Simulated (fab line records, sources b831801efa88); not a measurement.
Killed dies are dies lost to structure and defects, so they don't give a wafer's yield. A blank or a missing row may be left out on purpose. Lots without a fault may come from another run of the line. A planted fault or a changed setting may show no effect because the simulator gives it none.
fab line records | flow sky130
record lots=11 wafers=33 last_day=51
route steps=708 shown VT_ADJUST_PCH@152 POLY_GATE@230 LDD_N@247 POLY_CUT@316
lots that met no fault: from a run of the same line without faults
start_h: hours from the record's first day to the start of the lot's first wafer shown | wait_h: hours since the lot's step before | " the same as in the row above | L1.1+2: a row that stands for several wafers | - no value, or no start given | * or withheld: withheld | < > ~ a bound
route shown NAME@n: a module of which the file shows steps, and the number in the route of the first | usual: mean/standard deviation of fault-free wafers | same: alike in all rows | chamber/n: place in a boat | sites: the reading at each site | _std_site: their standard deviation | _edge_site: outer sites' mean less inner sites' | radius_mm: how far each site lies from the wafer's centre | mask NAME#n: copy n | behind: the tool/chamber that last shaped the wafer | hold: why the lot was held/for how many hours/how that ended | device: the transistor (n, p or np) that didn't switch | end of line: the same wafers' tests at the end of the route | a step without rows: its recipe alone | killed: dies lost to structure and defects at the first sort, not the wafer's yield | map: a wafer's dies, x killed, . not, _ none there
set.NAME: the setting as run; set.NAME@STEP: as run at that earlier step | model.NAME: the simulator's own value behind a step, which no gauge read
steps of the route over a sample of lots; a table a step, a row a wafer
services: from which hour (start_h, from the record's first day; less than 0 if before it) a tool's chamber was out of use, for how many hours, and why
## steps
# step SKY_VT_ADJUST_PCH_STRIP_09
# recipe chemistry=O2/N2 power_w=1400 pressure_mtorr=1500 platen_temp_c=withheld o2_flow_sccm=3000 n2_flow_sccm=300 overash_fraction=0.5
# usual drypump_motor_current_A=5.6/0.46 oes_product_au=0.722/0.0044 strip_time_to_endpoint_s=36.92/0.11
# columns lot.wafer tool chamber start_h wait_h drypump_motor_current_A oes_product_au rf_hours_counter_h strip_time_to_endpoint_s
L984.2 plasma_asher-02 1 252.74 0.1 4.9 0.724 14 37.05
L984.3 " 1 " " 4.9 0.724 - 36.93
L984.6 " 0 " " 5.7 0.718 - 37.02
L990.1 plasma_asher-02 0 282.55 0.1 5.7 0.723 17 36.86
L990.3 " 1 " " 4.9 0.719 - 36.97
L990.6 " 1 " " 4.9 0.731 - 36.97
L991.2 plasma_asher-01 0 284.95 0.1 5.6 0.723 57 36.74
L991.4 " 1 " " 5.9 0.724 - 36.86
L991.5 " 0 " " 5.6 0.722 - 36.82
L997.1 plasma_asher-01 0 330.45 0.1 5.5 0.718 63 36.91
L997.3 " 1 " " 6.0 0.726 - 36.93
L997.6 " 0 " " 5.5 0.718 - 36.93
L998.2 plasma_asher-03 1 338.24 0.1 5.5 0.724 53 37.11
L998.3 " 1 " " 5.5 0.715 - 36.98
L998.5 " 1 " " 5.5 0.722 - 37.12
L101.3 plasma_asher-02 0 359.48 0.1 5.7 0.720 - 36.93
L101.4 " 1 " " 4.9 0.725 - 36.91
L101.6 " 0 " " 5.8 0.719 - 36.95
L102.1 plasma_asher-02 1 373.59 0.1 4.9 0.716 27 36.87
L102.2 " 0 " " 5.7 0.729 27 36.89
L102.3 " 1 " " 4.9 0.728 - 36.91
L103.1 plasma_asher-01 1 389.91 0.1 6.0 0.730 68 37.02
L103.2 " 0 " " 5.5 0.720 68 37.05
L103.3 " 1 " " 5.9 0.724 - 36.99
L104.1 plasma_asher-02 1 413.69 0.1 4.9 0.727 31 36.79
L104.3 " 1 " " 4.9 0.719 - 36.84
L104.6 " 1 " " 4.9 0.720 - 36.89
L105.1 plasma_asher-03 0 427.79 0.1 6.5 0.728 62 36.87
L105.3 " 1 " " 5.5 0.733 - 36.89
L105.4 " 0 " " 6.5 0.720 - 36.81
L106.1 plasma_asher-01 1 428.14 0.1 6.0 0.724 73 36.95
L106.2 " 0 " " 5.5 0.721 73 36.81
L106.4 " 1 " " 6.0 0.724 - 36.89
# step SKY_POLY_GATE_ETCH_16
# recipe stop_on=poly-Si chemistry=CH3F/O2 target=Si3N4 source_w=400 bias_w=80 pressure_mtorr=25 ch3f_flow_sccm=40 O2_flow_sccm=30 time_s=147.5 target_depth_a=750
# usual drypump_motor_current_A=5.6/0.47 oes_product_au=0.642/0.0054 throttle_valve_pct=10.535/0.0084
# columns lot.wafer tool chamber start_h wait_h drypump_motor_current_A oes_product_au rf_hours_counter_h throttle_valve_pct
L984.2 rie_diel-02 0 394.65 0.0 5.9 0.638 40 10.542
L984.3 " 2 " " 5.7 0.633 85 10.525
L984.6 " 1 " " 6.0 0.640 - 10.536
L990.1 rie_diel-03 1 433.39 0.0 5.2 0.642 2 10.535
L990.3 " 2 " " 5.6 0.642 88 10.544
L990.6 " 1 " " 5.2 0.635 - 10.538
L991.2 rie_diel-02 0 445.05 0.0 5.9 0.638 41 10.536
L991.4 " 2 " " 5.7 0.652 86 10.533
L991.5 " 0 " " 5.9 0.646 - 10.545
L997.1 rie_diel-02 2 490.70 0.0 5.7 0.644 87 10.521
L997.3 " 0 " " 5.9 0.642 42 10.536
L997.6 " 2 " " 5.7 0.638 - 10.554
L998.2 rie_diel-01 0 500.99 0.0 6.3 0.641 5 10.527
L998.3 " 3 " " 5.9 0.645 6 10.531
L998.5 " 1 " " 5.2 0.639 - 10.548
L101.3 rie_diel-01 1 524.69 0.0 5.2 0.643 37 10.539
L101.4 " 0 " " 6.3 0.636 6 10.538
L101.6 " 1 " " 5.2 0.642 - 10.535
L102.1 rie_diel-01 3 539.29 0.0 5.9 0.641 7 10.532
L102.2 " 0 " " 6.3 0.648 6 10.535
L102.3 " 1 " " 5.2 0.640 37 10.541
L103.1 rie_diel-01 1 554.84 0.0 5.2 0.645 38 10.539
L103.2 " 3 " " 5.9 0.637 7 10.547
L103.3 " 0 " " 6.3 0.645 7 10.534
L104.1 rie_diel-02 1 575.31 0.0 5.9 0.645 14 10.539
L104.3 " 3 " " 5.7 0.644 2 10.527
L104.6 " 2 " " 5.7 0.647 - 10.554
L106.1 rie_diel-03 2 593.95 0.0 5.6 0.646 1 10.543
L106.2 " 0 " " 5.5 0.641 19 10.521
L106.4 " 1 " " 5.2 0.646 5 10.543
L105.1 rie_diel-01 0 597.45 0.0 6.3 0.633 8 10.523
L105.3 " 3 " " 6.0 0.634 8 10.543
L105.4 " 2 " " 4.7 0.649 20 10.545
# step SKY_LDD_N_IMPLANT_10
# recipe species=As energy_kev=20 dose_cm2=7.5e+13 tilt_deg=withheld rotation_deg=203
# usual dose_ions_cm2=7.499e+13/8.6e+10 faraday_current_uA=424/8.8
# same implant_ion_amu=75
# columns lot.wafer tool chamber start_h wait_h dose_ions_cm2 faraday_current_uA
L984.2 implanter-01 0 427.43 0.1 7.51e+13 420
L984.3 " 0 " " 7.506e+13 424
L984.6 " 0 " " 7.497e+13 413
L990.1 implanter-03 0 466.15 0.1 7.492e+13 410
L990.3 " 0 " " 7.491e+13 433
L990.6 " 0 " " 7.509e+13 430
L991.2 implanter-01 0 477.77 0.1 7.489e+13 432
L991.4 " 0 " " 7.496e+13 431
L991.5 " 0 " " 7.504e+13 440
L997.1 implanter-01 0 523.59 0.1 5.463e+13 312
L997.3 " 0 " " 5.476e+13 314
L997.6 " 0 " " 5.455e+13 309
L998.2 implanter-01 0 533.93 0.1 5.461e+13 310
L998.3 " 0 " " 5.461e+13 301
L998.5 " 0 " " 5.457e+13 300
L101.3 implanter-01 0 556.41 0.1 5.461e+13 303
L101.4 " 0 " " 5.463e+13 299
L101.6 " 0 " " 5.449e+13 303
L102.1 implanter-03 0 570.61 0.1 7.492e+13 436
L102.2 " 0 " " 7.496e+13 422
L102.3 " 0 " " 7.508e+13 411
L103.1 implanter-03 0 586.79 0.1 7.502e+13 427
L103.2 " 0 " " 7.49e+13 425
L103.3 " 0 " " 7.493e+13 439
L104.1 implanter-01 0 607.60 0.1 7.507e+13 413
L104.3 " 0 " " 7.511e+13 410
L104.6 " 0 " " 7.506e+13 432
L106.1 implanter-02 0 626.21 0.1 7.494e+13 417
L106.2 " 0 " " 7.486e+13 421
L106.4 " 0 " " 7.485e+13 433
L105.1 implanter-02 0 628.71 0.1 7.505e+13 413
L105.3 " 0 " " 7.499e+13 404
L105.4 " 0 " " 7.522e+13 415
# step SKY_LDD_N_STRIP_16
# recipe chemistry=O2/N2 power_w=1400 pressure_mtorr=1500 platen_temp_c=withheld o2_flow_sccm=3000 n2_flow_sccm=300 overash_fraction=0.5
# usual drypump_motor_current_A=5.8/0.57 oes_product_au=0.406/0.0047 strip_time_to_endpoint_s=4.308/0.014
# columns lot.wafer tool chamber start_h wait_h drypump_motor_current_A oes_product_au rf_hours_counter_h strip_time_to_endpoint_s
L984.2 plasma_asher-03 0 428.30 0.1 6.5 0.407 62 4.321
L984.3 " 1 " " 5.4 0.404 - 4.318
L984.6 " 1 " " 5.5 0.404 - 4.311
L990.1 plasma_asher-02 0 467.05 0.1 5.7 0.405 36 4.312
L990.3 " 0 " " 5.7 0.403 - 4.311
L990.6 " 1 " " 4.9 0.407 - 4.306
L991.2 plasma_asher-03 1 478.65 0.1 5.5 0.401 67 4.318
L991.4 " 0 " " 6.6 0.401 - 4.316
L991.5 " 0 " " 6.6 0.397 - 4.310
L997.1 plasma_asher-03 0 524.49 0.1 6.5 0.402 71 4.264
L997.3 " 1 " " 5.4 0.400 - 4.241
L997.6 " 0 " " 6.5 0.406 - 4.249
L998.2 plasma_asher-03 1 534.81 0.1 5.5 0.410 72 4.242
L998.3 " 1 " " 5.5 0.393 - 4.243
L998.5 " 1 " " 5.5 0.406 - 4.229
L101.3 plasma_asher-04 1 557.29 0.1 6.0 0.405 - 4.252
L101.4 " 0 " " 6.4 0.402 - 4.264
L101.6 " 1 " " 6.0 0.407 - 4.265
L102.1 plasma_asher-02 1 571.51 0.1 4.9 0.409 47 4.312
L102.2 " 0 " " 5.7 0.401 47 4.280
L102.3 " 0 " " 5.7 0.403 - 4.296
L103.1 plasma_asher-02 1 587.69 0.1 4.9 0.406 48 4.332
L103.2 " 0 " " 5.7 0.406 48 4.317
L103.3 " 1 " " 4.9 0.406 - 4.333
L104.1 plasma_asher-04 0 608.50 0.1 6.4 0.409 18 4.290
L104.3 " 0 " " 6.5 0.405 - 4.285
L104.6 " 0 " " 6.4 0.397 - 4.283
L106.1 plasma_asher-03 1 627.11 0.1 5.5 0.411 82 4.276
L106.2 " 0 " " 6.5 0.418 82 4.294
L106.4 " 0 " " 6.5 0.405 - 4.304
L105.1 plasma_asher-03 0 629.61 0.1 6.5 0.400 82 4.302
L105.3 " 1 " " 5.5 0.400 - 4.318
L105.4 " 0 " " 6.5 0.403 - 4.309
# step SKY_POLY_CUT_OVL_MEAS_09
# usual POLY_CUT_OVL=4/4.9
# columns lot.wafer tool chamber start_h wait_h POLY_CUT_OVL[nm]
L984.2 overlay-01 - 588.74 0.1 -7
L984.3 " - " " -5
L984.6 " - " " 4
L990.1 overlay-02 - 619.68 0.1 1
L990.3 " - " " 1
L990.6 " - " " 6
L991.2 overlay-01 - 631.73 0.1 4
L991.4 " - " " 0
L991.5 " - " " 10
L997.1 overlay-01 - 672.13 0.1 1
L997.3 " - " " -4
L997.6 " - " " -1
L998.2 overlay-01 - 682.69 0.1 10
L998.3 " - " " 1
L998.5 " - " " 11
L101.3 overlay-01 - 703.14 0.1 -4
L101.4 " - " " -7
L101.6 " - " " -1
L102.1 overlay-02 - 718.73 0.1 -1
L102.2 " - " " 0
L102.3 " - " " 1
L103.1 overlay-02 - 731.93 0.1 8
L103.2 " - " " 5
L103.3 " - " " 3
L104.1 overlay-02 - 751.63 0.1 9
L104.3 " - " " 4
L104.6 " - " " 10
L106.1 overlay-02 - 768.13 0.1 3
L106.2 " - " " 0
L106.4 " - " " 4
L105.1 overlay-02 - 770.53 0.1 3
L105.3 " - " " 4
L105.4 " - " " 2
## services
# columns tool chamber start_h hours kind
rie_diel-02 - 235.36 28.1 pm
rie_diel-02 3 273.54 8.9 repair
rie_diel-02 - 283.73 2.8 pm
plasma_asher-03 - 287.53 2.8 pm
implanter-01 - 296.16 3.7 repair
plasma_asher-03 - 299.26 14.6 pm
rie_diel-02 3 299.94 7.9 repair
implanter-01 - 317.97 2.5 repair
implanter-01 - 329.86 2.3 repair
rie_diel-02 0 350.47 1.4 repair
rie_diel-01 - 370.17 1.1 repair
rie_diel-01 3 413.34 5.1 repair
plasma_asher-03 - 443.10 3.8 repair
plasma_asher-01 - 453.39 2.4 repair
plasma_asher-01 - 470.93 2.8 pm
plasma_asher-02 - 479.13 0.7 repair
plasma_asher-03 - 494.85 0.6 repair
implanter-01 - 506.60 1.6 repair
rie_diel-02 - 510.12 0.2 repair
implanter-01 - 536.94 5.2 pm
implanter-01 - 562.01 5.3 pm
implanter-01 - 570.26 3.4 repair
implanter-01 - 593.12 1.1 repair
implanter-01 - 608.50 22.8 pm
## key
first_sign step=SKY_LDD_N_IMPLANT_10 reading=dose_ions_cm2 direction=down sigmas=99+ usual=* struck=*
effect step=SKY_LDD_N_IMPLANT_10 reading=faraday_current_uA direction=down sigmas=13 usual=424 struck=306
effect step=SKY_LDD_N_STRIP_16 reading=strip_time_to_endpoint_s direction=down sigmas=4.2 usual=* struck=*
met_at SKY_LDD_N_IMPLANT_10
struck_lots L997,L998,L101
tester_left_out L997,L998,L101
not_acting_at SKY_VT_ADJUST_PCH_STRIP_09,SKY_POLY_GATE_ETCH_16,SKY_POLY_CUT_OVL_MEAS_09
onset_between 477.77 523.59
fault kind=process_parameter_drift tool=implanter-01 chamber=- onset_h=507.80 steps=SKY_LDD_N_IMPLANT_10 channel=dose_cm2 offset=* shape=step end_h=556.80 acts_in=* stated=*
# tester_left_out: of these lots the tester's yield and bins aren't shown, on N5 and GAA mostly nor the transistor test; their killed dies are dies lost to structure and defects alone, not to doping, threshold or leakage, so they don't give the yield
